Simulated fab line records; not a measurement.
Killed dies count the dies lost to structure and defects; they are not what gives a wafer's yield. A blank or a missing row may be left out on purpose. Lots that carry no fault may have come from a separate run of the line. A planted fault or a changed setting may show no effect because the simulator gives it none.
Which tool did it? :: flow sky130 :: 14 lots, 42 wafers sampled, at 3 steps of a route of 708

## WHAT EACH GAUGE READ, for each wafer
SKY_CONTACT_BOW_MEAS_05. Usual: CONTACT_BOW gives 82 um (standard deviation 6.5).
lot: L537
measured: day 30 17:53
on: filmMetro-01
CONTACT_BOW (um): 65 90 81
flag: 

lot: L538
measured: day 31 05:12
on: filmMetro-03
CONTACT_BOW (um): 86 88 80
flag: 

lot: L539
measured: day 31 10:02
on: filmMetro-03
CONTACT_BOW (um): 81 87 84
flag: 

lot: L541
measured: day 32 08:46
on: filmMetro-01
CONTACT_BOW (um): 79 83 82
flag: 

lot: L542
measured: day 32 05:52
on: filmMetro-01
CONTACT_BOW (um): 88 79 84
flag: 

lot: L543
measured: day 32 17:20
on: filmMetro-02
CONTACT_BOW (um): 85 84 90
flag: 

lot: L545
measured: day 33 16:55
on: filmMetro-03
CONTACT_BOW (um): 81 83 89
flag: 

lot: L547
measured: day 34 09:05
on: filmMetro-02
CONTACT_BOW (um): 84 85 72
flag: 

lot: L548
measured: day 34 10:58
on: filmMetro-01
CONTACT_BOW (um): 87 77 80
flag: 

lot: L551
measured: day 35 09:40
on: filmMetro-02
CONTACT_BOW (um): 77 89 83
flag: 

lot: L553
measured: day 35 19:50
on: filmMetro-02
CONTACT_BOW (um): 84 89 88
flag: 

lot: L559
measured: day 37 15:23
on: filmMetro-01
CONTACT_BOW (um): 94 76 82
flag: 

## WHAT TOOL EACH LOT RAN ON (gives the tool, then ch and the chambers of the sampled wafers, and finally the start)
lot: L537
SKY_NWELL_OXIDATION_01: furnace-02 ch 0, day 2 17:18
SKY_LOCAL_INTERCONNECT_SPUTTER_00: pvdSputter-03, day 29 12:29

lot: L538
SKY_NWELL_OXIDATION_01: furnace-01 ch 0, day 2 21:59
SKY_LOCAL_INTERCONNECT_SPUTTER_00: pvdSputter-03, day 30 00:02

lot: L539
SKY_NWELL_OXIDATION_01: furnace-01 ch 0, day 3 03:38
SKY_LOCAL_INTERCONNECT_SPUTTER_00: pvdSputter-02, day 30 04:45

lot: L541
SKY_NWELL_OXIDATION_01: furnace-01 ch 0, day 3 14:25
SKY_LOCAL_INTERCONNECT_SPUTTER_00: pvdSputter-02, day 31 02:46

lot: L542
SKY_NWELL_OXIDATION_01: furnace-01 ch 0, day 3 15:48
SKY_LOCAL_INTERCONNECT_SPUTTER_00: pvdSputter-03, day 31 00:21

lot: L543
SKY_NWELL_OXIDATION_01: furnace-01 ch 0, day 3 20:37
SKY_LOCAL_INTERCONNECT_SPUTTER_00: pvdSputter-02, day 31 12:43

lot: L545
SKY_NWELL_OXIDATION_01: furnace-01 ch 0, day 4 13:49
SKY_LOCAL_INTERCONNECT_SPUTTER_00: pvdSputter-03, day 32 12:43

lot: L547
SKY_NWELL_OXIDATION_01: furnace-02 ch 0, day 5 00:38
SKY_LOCAL_INTERCONNECT_SPUTTER_00: pvdSputter-01, day 33 04:50

lot: L548
SKY_NWELL_OXIDATION_01: furnace-02 ch 0, day 5 03:26
SKY_LOCAL_INTERCONNECT_SPUTTER_00: pvdSputter-01, day 33 06:32

lot: L551
SKY_NWELL_OXIDATION_01: furnace-02 ch 0, day 5 17:41
SKY_LOCAL_INTERCONNECT_SPUTTER_00: pvdSputter-02, day 34 06:26

lot: L553
SKY_NWELL_OXIDATION_01: furnace-01 ch 0, day 6 02:36
SKY_LOCAL_INTERCONNECT_SPUTTER_00: pvdSputter-01, day 34 16:14

lot: L557
SKY_NWELL_OXIDATION_01: furnace-02, day 6 22:39
SKY_LOCAL_INTERCONNECT_SPUTTER_00: -

lot: L558
SKY_NWELL_OXIDATION_01: furnace-01, day 7 09:01
SKY_LOCAL_INTERCONNECT_SPUTTER_00: -

lot: L559
SKY_NWELL_OXIDATION_01: furnace-02 ch 0, day 7 15:13
SKY_LOCAL_INTERCONNECT_SPUTTER_00: pvdSputter-02, day 36 12:05
- SKY_NWELL_OXIDATION_01: stabilise 600 s, purge 300 s, target thk 10 nm.
- SKY_LOCAL_INTERCONNECT_SPUTTER_00: material TiN, target thk 100 nm, time 83.3 s.

## WHAT THE TOOLS THEMSELVES READ (means of the sampled wafers that have a number; where no wafer has one, the mark that the record gives instead)
SKY_NWELL_OXIDATION_01. Usual: oxTempC 900.0 C, standard deviation 0.43; oxTempCMax 905.2, standard deviation 1.2.
lot: L537
tool: furnace-02
oxTempC (C): 900.3
oxTempCMax: 905.8
flag: 

lot: L538
tool: furnace-01
oxTempC (C): 899.8
oxTempCMax: 904.7
flag: 

lot: L539
tool: furnace-01
oxTempC (C): 900.5
oxTempCMax: 904.8
flag: 

lot: L541
tool: furnace-01
oxTempC (C): 899.6
oxTempCMax: 904.5
flag: 

lot: L542
tool: furnace-01
oxTempC (C): 900.1
oxTempCMax: 904.7
flag: 

lot: L543
tool: furnace-01
oxTempC (C): 900.1
oxTempCMax: 905.6
flag: 

lot: L545
tool: furnace-01
oxTempC (C): 900.4
oxTempCMax: 905.0
flag: 

lot: L547
tool: furnace-02
oxTempC (C): 900.3
oxTempCMax: 906.2
flag: 

lot: L548
tool: furnace-02
oxTempC (C): 900.2
oxTempCMax: 905.9
flag: 

lot: L551
tool: furnace-02
oxTempC (C): 900.2
oxTempCMax: 906.2
flag: 

lot: L553
tool: furnace-01
oxTempC (C): 900.0
oxTempCMax: 904.9
flag: 

lot: L557
tool: furnace-02
oxTempC (C): -
oxTempCMax: -
flag: OFF

lot: L558
tool: furnace-01
oxTempC (C): -
oxTempCMax: -
flag: OFF

lot: L559
tool: furnace-02
oxTempC (C): 900.1
oxTempCMax: 906.1
flag: 

SKY_LOCAL_INTERCONNECT_SPUTTER_00. Usual: throttleValvePct at 30.0 %, with a standard deviation of 0.95.
lot: L537
tool: pvdSputter-03
throttleValvePct (%): 29.5
flag: 

lot: L538
tool: pvdSputter-03
throttleValvePct (%): 29.7
flag: 

lot: L539
tool: pvdSputter-02
throttleValvePct (%): 30.1
flag: 

lot: L541
tool: pvdSputter-02
throttleValvePct (%): 30.7
flag: 

lot: L542
tool: pvdSputter-03
throttleValvePct (%): 29.7
flag: 

lot: L543
tool: pvdSputter-02
throttleValvePct (%): 30.1
flag: 

lot: L545
tool: pvdSputter-03
throttleValvePct (%): 29.5
flag: 

lot: L547
tool: pvdSputter-01
throttleValvePct (%): 30.3
flag: 

lot: L548
tool: pvdSputter-01
throttleValvePct (%): 31.3
flag: 

lot: L551
tool: pvdSputter-02
throttleValvePct (%): 30.0
flag: 

lot: L553
tool: pvdSputter-01
throttleValvePct (%): 30.6
flag: 

lot: L559
tool: pvdSputter-02
throttleValvePct (%): 29.0
flag: 

## THE ANSWER, worked out from the rows above alone
Rule: take the mean of a lot's wafers that have a number; if it is more than 3 standard deviations from the usual mean, the lot is off. Also off: a lot with no number at a reading for which 4 or more lots have one. The other lots that the step has rows for count as sound. After the gauges, taken in route order, come the tools' own readings; for these a lot's mean is taken, as printed above. At the first step where some lot is off, the reading lying furthest off is the one used; lots without a number count as furthest.
Off: L557, L558 (SKY_NWELL_OXIDATION_01, oxTempC). Without a number there: L557, L558.
If a tool, at that step or one of the process steps before it, ran each lot that is off and ran no sound lot following the first of them, it fits. No candidate that was tried fits.

## WHAT WAS PUT IN BY THE SIMULATOR
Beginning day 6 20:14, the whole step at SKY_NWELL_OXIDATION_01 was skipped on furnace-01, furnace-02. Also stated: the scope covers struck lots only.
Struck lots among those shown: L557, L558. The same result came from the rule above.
